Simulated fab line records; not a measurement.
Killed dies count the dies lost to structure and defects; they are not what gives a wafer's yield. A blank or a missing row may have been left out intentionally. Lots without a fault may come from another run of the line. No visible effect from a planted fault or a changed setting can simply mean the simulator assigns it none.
Split-lot experiment | flow sfq_line | on a route of 325 steps: 5 lots, 23 wafers read

THE SPLIT
At SFQ_TRILAYER_M4_BARC_OPEN_METAL_ETCH_123 (etches BARC in O2, target depth 125 nm, time 41.7 s), the setting time_s was moved away from the recipe's 41.7 s on 7 of the 23 wafers read, by -13.7% to -10.3%. All remaining wafers had this setting at the recipe value.

Reading taken at the split's own step.

THE READING
oes_product_au, in a.u., at SFQ_TRILAYER_M4_BARC_OPEN_METAL_ETCH_123 (etches BARC in O2, target depth 125 nm, time 41.7 s). Fault-free wafers of this fab line usually give 0.685 a.u., standard deviation 0.0048 a.u.

wafer  | tool, chamber at the split | time_s as run, s | against the recipe | oes_product_au, a.u. | against lot-mates on the recipe
L076.1 | rie_metal-01, 1            | 41.7             | recipe             | 0.698                | -
L076.2 | rie_metal-01, 0            | 36.4             | -12.7%             | 0.738                | +0.045
L076.4 | rie_metal-01, 0            | 41.7             | recipe             | 0.695                | -
L076.5 | rie_metal-01, 0            | 36.4             | -12.7%             | 0.720                | +0.027
L076.6 | rie_metal-01, 1            | 41.7             | recipe             | 0.685                | -
L078.1 | rie_metal-01, 0            | 41.7             | recipe             | 0.685                | -
L078.2 | rie_metal-01, 0            | 41.7             | recipe             | 0.695                | -
L078.3 | rie_metal-01, 0            | 41.7             | recipe             | 0.693                | -
L078.4 | rie_metal-01, 0            | 41.7             | recipe             | 0.688                | -
L078.5 | rie_metal-01, 0            | 41.7             | recipe             | 0.699                | -
L079.1 | rie_metal-01, 0            | 41.7             | recipe             | 0.698                | -
L079.2 | rie_metal-01, 1            | 35.97            | -13.7%             | 0.752                | +0.058
L079.3 | rie_metal-01, 1            | 35.97            | -13.7%             | 0.751                | +0.057
L079.4 | rie_metal-01, 0            | 35.97            | -13.7%             | 0.739                | +0.045
L079.5 | rie_metal-01, 1            | 41.7             | recipe             | 0.691                | -
L080.2 | rie_metal-04, 1            | 41.7             | recipe             | 0.695                | -
L080.3 | rie_metal-04, 0            | 41.7             | recipe             | 0.685                | -
L080.6 | rie_metal-04, 1            | 41.7             | recipe             | 0.677                | -
L081.1 | rie_metal-01, 0            | 41.7             | recipe             | 0.680                | -
L081.2 | rie_metal-01, 1            | 41.7             | recipe             | 0.687                | -
L081.3 | rie_metal-01, 0            | 41.7             | recipe             | 0.687                | -
L081.4 | rie_metal-01, 1            | 37.39            | -10.3%             | 0.717                | +0.032
L081.6 | rie_metal-01, 1            | 37.39            | -10.3%             | 0.712                | +0.027

THE FIT
A straight line over all 23 wafers: oes_product_au changes by -0.00354 a.u. for each +1% of time_s; r = -0.93; the points scatter about the line by 0.0085 a.u.
The same after taking each lot's own level away (the mean of its wafers on the recipe; 23 wafers): -0.00339 a.u. for each +1%; r = -0.95; scatter 0.0068 a.u.
On that fit, the largest move of time_s shifts the reading by 0.047 a.u.
The span of the lots' own levels, 0.6847 to 0.6945 a.u., comes to 2.0 times the standard deviation stated above.
The two slopes agree, so the slope changes little with the lot-to-lot level.
Check: with one of the wafers moved furthest among these (-13.7%) left out of the fit, the line predicts +0.044 a.u. for it against its lot-mates. It came out at +0.0575 a.u. against them.
Tool readings at the split's step, against how far the setting was moved: oes_product_au r = -0.93.

THE OTHER SPLITS THESE WAFERS WENT THROUGH
These wafers also went through other splits before the reading. Each is held against what the fit with the lots' levels taken away leaves over:
other split on the same wafers                      | wafers away from the commonest value | r with oes_product_au (lot level and that fit taken away)
SFQ_TRILAYER_I1_VIA_LITHO_COAT_049 spin_rpm         | 6                                    | +0.32
SFQ_TRILAYER_I1_VIA_BARC_OPEN_VIA_ETCH_071 source_w | 9                                    | -0.05
SFQ_TRILAYER_M2_LITHO_EXPOSE_058 dose_mj            | 10                                   | -0.10
SFQ_TRILAYER_M2_BARC_OPEN_METAL_ETCH_077 bias_w     | 7                                    | -0.23
SFQ_TRILAYER_I2_VIA_LITHO_COAT_067 spin_rpm         | 7                                    | -0.09
SFQ_TRILAYER_M3_LITHO_COAT_080 resist_thk_nm        | 7                                    | -0.19
SFQ_TRILAYER_I3_VIA_LITHO_EXPOSE_086 dose_mj        | 5                                    | -0.26
SFQ_TRILAYER_I3_VIA_ETCH_VIA_ETCH_088 bias_w        | 11                                   | -0.17
SFQ_TRILAYER_M4_LITHO_COAT_098 spin_rpm             | 9                                    | -0.62

THE WHOLE CHAIN: every reading that the file lists as answering this split, in the file's order
step                                     | what it does                                                        | reading                                                                                   | change (the file's fit)                   | r (the file's)
SFQ_TRILAYER_M4_BARC_OPEN_METAL_ETCH_123 | etches BARC in O2, target depth 125 nm, time 41.7 s                 | oes_product_au                                                                            | -0.00327 a.u. for each +1% of the setting | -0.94
SFQ_TRILAYER_M4_BARC_OPEN_METAL_ETCH_123 | etches BARC in O2, target depth 125 nm, time 41.7 s                 | KrF_of_TRILAYER_M4_LITHO_COAT_093.thk_nm (the simulator's own value, which no gauge read) | -0.537 nm for each +1% of the setting     | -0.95
SFQ_TRILAYER_M4_ETCH_METAL_ETCH_096      | etches Nb in Cl2/Ar, stops on SiO2, target depth 240 nm, time 120 s | KrF_of_TRILAYER_M4_LITHO_COAT_093.thk_nm (the simulator's own value, which no gauge read) | -0.533 nm for each +1% of the setting     | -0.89

THE FILE'S OWN FIT
oes_product_au changes by -0.00327 a.u. for each +1% of time_s, r = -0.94.
